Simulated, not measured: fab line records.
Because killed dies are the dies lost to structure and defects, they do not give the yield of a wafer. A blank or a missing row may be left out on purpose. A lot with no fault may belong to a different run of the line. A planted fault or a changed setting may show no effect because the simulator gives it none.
fab line records	flow sfq_line
record: lots: 14	wafers: 42	last_day: 88
route steps=325 shown L0@12 M1@59 I2@116
lots that met no fault: from a run of the same line without faults
start_h: hours from the record's opening day to when the first of the lot's shown wafers began	wait_h: hours from the lot's prior step to this one	" repeats the value in the row above	L1.1+2: a row that stands for several wafers	- no value, or no start given	* or withheld: withheld	< > ~ a bound
route shown NAME@n: names a module that has steps shown in the file, with the first one's number in the route	usual: average and standard deviation across the fault-free wafers	same: alike in all rows	chamber/n: place in a boat	sites: per-site readings	_std_site: how widely they spread, as a standard deviation	_edge_site: mean of outer sites minus mean of inner sites	radius_mm: how far each site lies from the wafer's centre	mask NAME#n: copy n	behind: the most recent tool/chamber to have shaped the wafer	hold: the reason the lot was held/the length of the hold in hours/how it ended	device: names the non-switching transistor (n, p or np)	end of line: at the end of the route, the tests of the same wafers	a step without rows: its recipe alone	killed: at the first sort, the dies lost to defects and structure; wafer yield is something else	map: shows each die of a wafer: x if killed, . if not, _ if none is there
set.NAME: the setting as run; set.NAME@STEP: as run at that earlier step	model.NAME: the simulator's own value behind a step, which no gauge read
the route's steps for a sample of lots (tables are steps, rows are wafers)
services: a tool's chamber out of use, with start hour (start_h, from the record's first day; less than 0 if before it), hours out, and reason
== steps ==
step: SFQ_TRILAYER_L0_BARC_OPEN_METAL_ETCH_010
recipe: mask_material: PR	chemistry: O2	target_depth_nm: 125	target: BARC	icp_w: 600	bias_w: 80	pressure_mtorr: 10	time_s: 41.7
usual: drypump_motor_current_A: 5.52/0.18	oes_product_au: 0.685/0.0048
lot.wafer	tool	chamber	start_h	wait_h	drypump_motor_current_A	oes_product_au	rf_hours_counter_h
L479.1	rie_metal-04	0	76.37	0.1	5.58	0.690	148
L479.2	"	1	"	"	5.53	0.693	55
L479.6	"	1	"	"	5.54	0.678	-
L480.1	rie_metal-04	0	82.37	0.1	5.57	0.675	150
L480.4	"	1	"	"	5.57	0.690	-
L480.5	"	1	"	"	5.59	0.693	-
L481.1	rie_metal-04	0	89.57	0.1	5.55	0.691	151
L481.4	"	1	"	"	5.56	0.683	-
L481.6	"	1	"	"	5.57	0.683	-
L482.1	rie_metal-01	0	95.57	0.1	5.43	0.688	89
L482.5	"	0	"	"	5.43	0.689	-
L482.6	"	1	"	"	5.61	0.693	-
L484.1	rie_metal-04	0	106.37	0.1	5.59	0.689	155
L484.3	"	1	"	"	5.59	0.689	-
L484.4	"	0	"	"	5.58	0.689	-
L485.1	rie_metal-04	1	113.57	0.1	5.53	0.677	64
L485.2	"	0	"	"	5.57	0.689	157
L485.4	"	0	"	"	5.58	0.684	-
L486.4	rie_metal-03	0	117.19	0.1	5.13	0.684	-
L486.5	"	0	"	"	5.17	0.685	-
L486.6	"	1	"	"	5.82	0.691	-
L487.2	rie_metal-03	1	124.37	0.1	5.80	0.686	14
L487.3	"	1	"	"	5.79	0.672	-
L487.4	"	0	"	"	5.14	0.686	-
L494.2	rie_metal-01	0	162.12	0.1	5.44	0.681	99
L494.4	"	0	"	"	5.44	0.687	-
L494.6	"	1	"	"	5.57	0.686	-
L497.2	rie_metal-01	1	178.92	0.1	5.59	0.690	44
L497.4	"	0	"	"	5.40	0.681	-
L497.6	"	0	"	"	5.45	0.682	-
L498.1	rie_metal-04	1	186.12	0.1	5.54	0.694	78
L498.2	"	0	"	"	5.58	0.686	170
L498.5	"	1	"	"	5.56	0.681	-
L499.1	rie_metal-03	1	192.12	0.1	5.82	0.688	25
L499.2	"	0	"	"	5.19	0.689	113
L499.5	"	1	"	"	5.81	0.688	-
L500.1	rie_metal-01	1	198.12	0.1	5.56	0.681	47
L500.3	"	0	"	"	5.41	0.678	-
L500.6	"	0	"	"	5.41	0.686	-
L501.1	rie_metal-03	1	204.12	0.1	5.79	0.687	27
L501.3	"	1	"	"	5.80	0.684	-
L501.4	"	0	"	"	5.14	0.688	-
step: SFQ_TRILAYER_M1_DEP_SPUTTER_037
recipe: material: Nb	base_pressure_pa: 1.33e-06	chamber_pressure_pa: 0.1333	substrate_temp_c: 20	resputter_cathode_voltage_v: 400	target_thk_nm: 200	power_w: 2000	time_s: 133.3
usual: base_pressure_pa: 1.34e-06/9e-08	chamber_pressure_pa: 0.13331/0.00025	substrate_temp_c: 20.01/0.11	throttle_valve_pct: 29.5/1.2
lot.wafer	tool	chamber	start_h	wait_h	base_pressure_pa	chamber_pressure_pa	substrate_temp_c	throttle_valve_pct
L479.1	pvd_sputter-03	-	207.51	0.0	1.41e-06	0.13295	20.03	28.6
L479.2	"	-	"	"	1.45e-06	0.13319	20.21	29.1
L479.6	"	-	"	"	1.1e-06	0.1336	19.92	31.7
L480.1	pvd_sputter-03	-	215.91	0.0	1.19e-06	0.13356	19.79	28.3
L480.4	"	-	"	"	1.31e-06	0.1338	19.91	29.0
L480.5	"	-	"	"	1.4e-06	0.133	20.08	32.1
L481.1	pvd_sputter-03	-	224.31	0.0	1.27e-06	0.13325	20.06	29.2
L481.4	"	-	"	"	1.35e-06	0.13335	20.04	28.2
L481.6	"	-	"	"	1.34e-06	0.13301	20.21	29.4
L482.1	pvd_sputter-06	-	229.71	0.0	1.33e-06	0.13348	20.09	29.6
L482.5	"	-	"	"	1.44e-06	0.13303	20.07	30.0
L482.6	"	-	"	"	1.39e-06	0.13347	20.08	29.4
L484.1	pvd_sputter-06	-	256.09	0.0	1.3e-06	0.13326	19.90	28.2
L484.3	"	-	"	"	1.31e-06	0.13343	20.05	28.6
L484.4	"	-	"	"	1.32e-06	0.13322	20.02	30.2
L485.1	pvd_sputter-06	-	270.49	0.0	1.37e-06	0.13361	19.91	28.2
L485.2	"	-	"	"	1.39e-06	0.13329	20.05	28.7
L485.4	"	-	"	"	1.4e-06	0.13356	20.00	28.7
L486.4	pvd_sputter-05	-	274.09	0.0	1.24e-06	0.13348	19.91	28.3
L486.5	"	-	"	"	1.26e-06	0.13323	19.94	28.0
L486.6	"	-	"	"	1.31e-06	0.13301	19.86	30.1
L486.4	pvd_sputter-05	-	274.35	0.2	1.42e-06	0.13352	19.99	28.1
L486.5	"	-	"	"	1.38e-06	0.1334	19.94	28.0
L486.6	"	-	"	"	1.31e-06	0.13355	20.06	30.3
L487.2	pvd_sputter-03	-	281.29	0.0	1.55e-06	0.13297	19.99	32.2
L487.3	"	-	"	"	1.25e-06	0.1334	20.01	29.2
L487.4	"	-	"	"	1.45e-06	0.13345	20.00	28.5
L494.2	pvd_sputter-05	-	337.96	0.0	1.25e-06	0.13299	20.17	28.0
L494.4	"	-	"	"	1.34e-06	0.13361	20.14	28.3
L494.6	"	-	"	"	1.3e-06	0.13297	20.01	30.5
L494.2	pvd_sputter-05	-	338.21	0.2	1.38e-06	0.13319	20.03	28.0
L494.4	"	-	"	"	1.28e-06	0.13326	20.02	28.6
L494.6	"	-	"	"	1.28e-06	0.1329	19.95	30.5
L497.2	pvd_sputter-05	-	357.16	0.0	1.41e-06	0.13312	19.70	28.8
L497.4	"	-	"	"	1.38e-06	0.13306	20.10	30.5
L497.6	"	-	"	"	1.44e-06	0.13296	20.26	30.1
L498.1	pvd_sputter-03	-	367.18	0.0	1.32e-06	0.13312	20.05	28.3
L498.2	"	-	"	"	1.48e-06	0.13343	19.88	31.8
L498.5	"	-	"	"	1.39e-06	0.13366	19.86	29.3
L499.1	pvd_sputter-05	-	375.58	0.0	1.42e-06	0.13354	20.06	28.4
L499.2	"	-	"	"	1.36e-06	0.13332	19.93	28.4
L499.5	"	-	"	"	1.29e-06	0.13297	20.05	28.2
L500.1	pvd_sputter-03	-	377.98	0.0	1.28e-06	0.13358	20.02	29.3
L500.3	"	-	"	"	1.24e-06	0.13334	19.89	29.5
L500.6	"	-	"	"	1.41e-06	0.13393	19.91	28.6
L501.1	pvd_sputter-05	-	386.38	0.0	1.29e-06	0.13367	19.98	28.5
L501.3	"	-	"	"	1.17e-06	0.13328	19.98	28.2
L501.4	"	-	"	"	1.41e-06	0.13315	19.91	30.2
step: SFQ_M1_RS_MEAS_909
recipe: thk_meas_gauge: four-point-probe	reads: Nb_of_TRILAYER_M1_DEP_SPUTTER_037
usual: M1_NB_RS: 0.890/0.011
lot.wafer	tool	chamber	start_h	wait_h	M1_NB_RS[ohm/sq]
L479.1	film_metro-01	-	207.61	0.0	0.889
L479.2	"	-	"	"	0.902
L479.6	"	-	"	"	0.907
L480.1	film_metro-02	-	216.01	0.0	0.883
L480.4	"	-	"	"	0.889
L480.5	"	-	"	"	0.887
L481.1	film_metro-04	-	224.41	0.0	0.892
L481.4	"	-	"	"	0.882
L481.6	"	-	"	"	0.897
L482.1	film_metro-02	-	229.81	0.0	0.902
L482.5	"	-	"	"	0.883
L482.6	"	-	"	"	0.899
L484.1	film_metro-01	-	256.18	0.0	0.890
L484.3	"	-	"	"	0.905
L484.4	"	-	"	"	0.888
L485.1	film_metro-01	-	270.58	0.0	0.895
L485.2	"	-	"	"	0.907
L485.4	"	-	"	"	0.911
L486.4	film_metro-04	-	274.50	0.1	0.446
L486.5	"	-	"	"	0.445
L486.6	"	-	"	"	0.436
L487.2	film_metro-01	-	281.40	0.1	0.897
L487.3	"	-	"	"	0.889
L487.4	"	-	"	"	0.883
L494.2	film_metro-04	-	338.33	0.1	0.438
L494.4	"	-	"	"	0.439
L494.6	"	-	"	"	0.433
L497.2	film_metro-04	-	357.27	0.1	0.888
L497.4	"	-	"	"	0.878
L497.6	"	-	"	"	0.880
L498.1	film_metro-02	-	367.27	0.0	0.890
L498.2	"	-	"	"	0.902
L498.5	"	-	"	"	0.891
L499.1	film_metro-01	-	375.67	0.0	0.895
L499.2	"	-	"	"	0.900
L499.5	"	-	"	"	0.906
L500.1	film_metro-04	-	378.07	0.0	0.891
L500.3	"	-	"	"	0.889
L500.6	"	-	"	"	0.885
L501.1	film_metro-02	-	386.47	0.0	0.905
L501.3	"	-	"	"	0.909
L501.4	"	-	"	"	0.884
step: SFQ_TRILAYER_M1_BARC_OPEN_METAL_ETCH_054
recipe: mask_material: PR	chemistry: O2	target_depth_nm: 125	target: BARC	icp_w: 600	bias_w: 80	pressure_mtorr: 10	time_s: 41.7
usual: drypump_motor_current_A: 5.53/0.18	oes_product_au: 0.685/0.0043
lot.wafer	tool	chamber	start_h	wait_h	drypump_motor_current_A	oes_product_au	rf_hours_counter_h
L479.1	rie_metal-01	1	323.80	0.0	5.57	0.679	69
L479.2	"	0	"	"	5.41	0.677	127
L479.6	"	0	"	"	5.40	0.687	-
L480.1	rie_metal-03	1	331.00	0.0	5.80	0.692	48
L480.4	"	0	"	"	5.17	0.694	-
L480.5	"	0	"	"	5.18	0.688	-
L481.1	rie_metal-04	1	341.80	0.0	5.56	0.675	108
L481.4	"	1	"	"	5.57	0.684	-
L481.6	"	1	"	"	5.57	0.683	-
L482.1	rie_metal-01	1	350.20	0.0	5.57	0.684	73
L482.5	"	0	"	"	5.42	0.686	-
L482.6	"	1	"	"	5.60	0.681	-
L484.1	rie_metal-03	0	380.62	0.0	5.19	0.693	145
L484.3	"	0	"	"	5.17	0.682	-
L484.4	"	1	"	"	5.80	0.687	-
L485.1	rie_metal-04	1	396.22	0.0	5.55	0.695	118
L485.2	"	0	"	"	5.57	0.688	7
L485.4	"	0	"	"	5.58	0.689	-
L486.4	rie_metal-03	0	403.44	0.0	5.15	0.689	-
L486.5	"	0	"	"	5.18	0.696	-
L486.6	"	1	"	"	5.82	0.680	-
L487.2	rie_metal-03	0	411.92	0.0	5.18	0.684	151
L487.3	"	0	"	"	5.14	0.685	-
L487.4	"	1	"	"	5.81	0.682	-
L494.2	rie_metal-03	1	469.52	0.0	5.84	0.681	73
L494.4	"	0	"	"	5.19	0.685	-
L494.6	"	1	"	"	5.81	0.689	-
L497.2	rie_metal-03	1	495.47	0.0	5.81	0.682	76
L497.4	"	0	"	"	5.18	0.683	-
L497.6	"	0	"	"	5.17	0.686	-
L498.1	rie_metal-01	1	507.27	0.0	5.56	0.686	102
L498.2	"	0	"	"	5.40	0.687	161
L498.5	"	0	"	"	5.39	0.684	-
L499.1	rie_metal-04	0	519.27	0.0	5.57	0.686	28
L499.2	"	1	"	"	5.53	0.696	140
L499.5	"	1	"	"	5.55	0.681	-
L500.1	rie_metal-01	1	521.67	0.0	5.57	0.689	105
L500.3	"	0	"	"	5.39	0.680	-
L500.6	"	1	"	"	5.59	0.680	-
L501.1	rie_metal-03	1	532.47	0.0	5.84	0.691	83
L501.3	"	1	"	"	5.81	0.694	-
L501.4	"	1	"	"	5.81	0.687	-
step: SFQ_TRILAYER_M1_ETCH_METAL_ETCH_042
recipe: target: Nb	stop_on: SiO2	mask_material: PR	chemistry: Cl2/Ar	target_depth_nm: 240	icp_w: 600	bias_w: 80	pressure_mtorr: 10	time_s: 120
usual: drypump_motor_current_A: 5.53/0.18	oes_product_au: 0.894/0.0078
lot.wafer	tool	chamber	start_h	wait_h	drypump_motor_current_A	oes_product_au	rf_hours_counter_h
L479.1	rie_metal-01	1	323.86	0.0	5.66	0.896	69
L479.2	"	0	"	"	5.44	0.885	127
L479.6	"	0	"	"	5.47	0.882	-
L480.1	rie_metal-03	1	331.06	0.0	5.81	0.903	48
L480.4	"	0	"	"	5.19	0.898	-
L480.5	"	0	"	"	5.22	0.899	-
L481.1	rie_metal-04	1	341.92	0.1	5.57	0.894	108
L481.4	"	1	"	"	5.57	0.896	-
L481.6	"	1	"	"	5.55	0.888	-
L482.1	rie_metal-01	1	350.26	0.0	5.57	0.885	73
L482.5	"	0	"	"	5.43	0.895	-
L482.6	"	1	"	"	5.60	0.886	-
L484.1	rie_metal-03	0	380.68	0.0	5.15	0.889	146
L484.3	"	0	"	"	5.14	0.885	-
L484.4	"	1	"	"	5.78	0.895	-
L485.1	rie_metal-04	1	396.28	0.0	5.57	0.890	118
L485.2	"	0	"	"	5.59	0.891	7
L485.4	"	0	"	"	5.61	0.880	-
L486.4	rie_metal-03	0	403.52	0.1	5.15	1.013	-
L486.5	"	0	"	"	5.20	1.016	-
L486.6	"	1	"	"	5.81	1.008	-
L487.2	rie_metal-03	0	411.98	0.0	5.12	0.896	151
L487.3	"	0	"	"	5.16	0.906	-
L487.4	"	1	"	"	5.80	0.890	-
L494.2	rie_metal-03	1	469.58	0.0	5.78	0.999	73
L494.4	"	0	"	"	5.17	0.998	-
L494.6	"	1	"	"	5.81	0.996	-
L497.2	rie_metal-03	1	495.53	0.0	5.79	0.901	76
L497.4	"	0	"	"	5.18	0.896	-
L497.6	"	0	"	"	5.15	0.891	-
L498.1	rie_metal-01	1	507.33	0.0	5.59	0.902	102
L498.2	"	0	"	"	5.38	0.889	161
L498.5	"	0	"	"	5.38	0.902	-
L499.1	rie_metal-04	0	519.33	0.0	5.58	0.898	28
L499.2	"	1	"	"	5.54	0.879	140
L499.5	"	1	"	"	5.56	0.886	-
L500.1	rie_metal-01	1	521.73	0.0	5.56	0.898	105
L500.3	"	0	"	"	5.40	0.891	-
L500.6	"	1	"	"	5.59	0.897	-
L501.1	rie_metal-03	1	532.59	0.1	5.79	0.892	83
L501.3	"	1	"	"	5.79	0.883	-
L501.4	"	1	"	"	5.79	0.898	-
step: SFQ_TRILAYER_I2_VIA_STRIP_STRIP_071
recipe: gas: O2	power_w: 200	platen_temp_c: 40	overash_fraction: 0.65	chemistry: O2	pressure_mtorr: 50
usual: drypump_motor_current_A: 5.52/0.24	oes_product_au: 1.002/0.011
lot.wafer	tool	chamber	start_h	wait_h	drypump_motor_current_A	oes_product_au	rf_hours_counter_h
L479.1	rie_metal-03	0	525.42	-	5.16	1.012	170
L479.2	"	1	"	"	5.81	1.011	81
L479.6	"	1	"	"	5.82	1.014	-
L480.1	rie_metal-02	1	536.22	-	5.83	1.007	117
L480.4	"	1	"	"	5.82	1.013	-
L480.5	"	1	"	"	5.84	1.017	-
L481.1	rie_metal-04	0	547.02	-	5.56	1.000	33
L481.4	"	1	"	"	5.53	0.985	-
L481.6	"	1	"	"	5.52	0.990	-
L482.1	rie_metal-02	0	554.22	-	5.21	0.990	130
L482.5	"	1	"	"	5.82	1.006	-
L482.6	"	0	"	"	5.22	1.001	-
L484.1	rie_metal-03	0	586.72	-	5.16	1.010	8
L484.3	"	1	"	"	5.78	1.006	-
L484.4	"	0	"	"	5.19	1.005	-
L485.1	rie_metal-03	1	599.92	-	5.81	1.014	97
L485.2	"	0	"	"	5.17	1.010	11
L485.4	"	0	"	"	5.19	1.012	-
L486.4	rie_metal-03	1	606.12	-	5.79	1.027	-
L486.5	"	1	"	"	5.83	1.001	-
L486.6	"	0	"	"	5.18	1.001	-
L487.2	rie_metal-03	1	617.92	-	5.81	1.010	100
L487.3	"	1	"	"	5.76	1.003	-
L487.4	"	0	"	"	5.18	1.010	-
L494.2	rie_metal-04	1	690.43	-	5.53	0.984	173
L494.4	"	1	"	"	5.56	0.978	-
L494.6	"	1	"	"	5.55	0.976	-
L497.2	rie_metal-04	1	719.23	-	5.61	0.981	177
L497.4	"	1	"	"	5.58	0.984	-
L497.6	"	1	"	"	5.58	0.984	-
L498.1	rie_metal-03	0	728.83	-	5.21	1.004	33
L498.2	"	1	"	"	5.78	1.010	120
L498.5	"	0	"	"	5.16	1.012	-
L499.1	rie_metal-04	0	742.03	-	5.57	0.995	75
L499.2	"	1	"	"	5.52	0.990	0
L499.5	"	0	"	"	5.58	1.012	-
L500.1	rie_metal-03	0	745.63	-	5.18	1.013	36
L500.3	"	1	"	"	5.79	1.014	-
L500.6	"	0	"	"	5.18	1.011	-
L501.1	rie_metal-04	1	763.46	-	5.60	0.994	3
L501.3	"	0	"	"	5.60	1.010	-
L501.4	"	1	"	"	5.57	0.984	-
== services ==
tool	chamber	start_h	hours	kind
rie_metal-01	-	60.07	28.1	pm
rie_metal-03	-	88.50	14.6	pm
rie_metal-01	0	101.80	17.1	repair
rie_metal-01	1	144.34	4.5	repair
rie_metal-01	-	173.05	0.4	repair
rie_metal-04	1	216.07	1.1	repair
rie_metal-03	1	245.12	2.7	repair
rie_metal-01	1	300.42	2.3	repair
rie_metal-04	-	343.37	2.8	pm
rie_metal-04	-	348.70	2.5	repair
rie_metal-04	-	363.28	0.5	repair
pvd_sputter-05	-	378.34	2.1	repair
rie_metal-04	0	400.38	4.2	repair
rie_metal-04	-	446.86	6.7	repair
rie_metal-03	1	481.93	2.7	repair
rie_metal-03	-	498.56	2.8	pm
pvd_sputter-05	-	537.86	3.6	repair
rie_metal-01	1	549.42	3.4	repair
rie_metal-04	1	580.87	3.0	repair
rie_metal-01	0	638.84	27.9	repair
pvd_sputter-05	-	694.41	14.7	repair
rie_metal-04	1	696.67	2.3	repair
pvd_sputter-05	-	732.66	3.2	repair
rie_metal-01	0	760.54	50.6	repair
== key ==
first_sign: step: SFQ_TRILAYER_M1_DEP_SPUTTER_037	reading: visit	direction: added
effect: step: SFQ_M1_RS_MEAS_909	reading: M1_NB_RS	direction: down	sigmas: 42	usual: 0.890	struck: 0.439
effect: step: SFQ_TRILAYER_M1_ETCH_METAL_ETCH_042	reading: oes_product_au	direction: up	sigmas: 14	usual: 0.894	struck: 1.005
met_at SFQ_TRILAYER_M1_DEP_SPUTTER_037
struck_lots L486,L494
not_acting_at SFQ_TRILAYER_L0_BARC_OPEN_METAL_ETCH_010,SFQ_TRILAYER_M1_BARC_OPEN_METAL_ETCH_054,SFQ_TRILAYER_I2_VIA_STRIP_STRIP_071
fault: kind: repeated_step_whole	tool: pvd_sputter-03,pvd_sputter-05,pvd_sputter-06	chamber: -	onset_h: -	steps: SFQ_TRILAYER_M1_DEP_SPUTTER_037	times: 1	scope: struck_lots_only
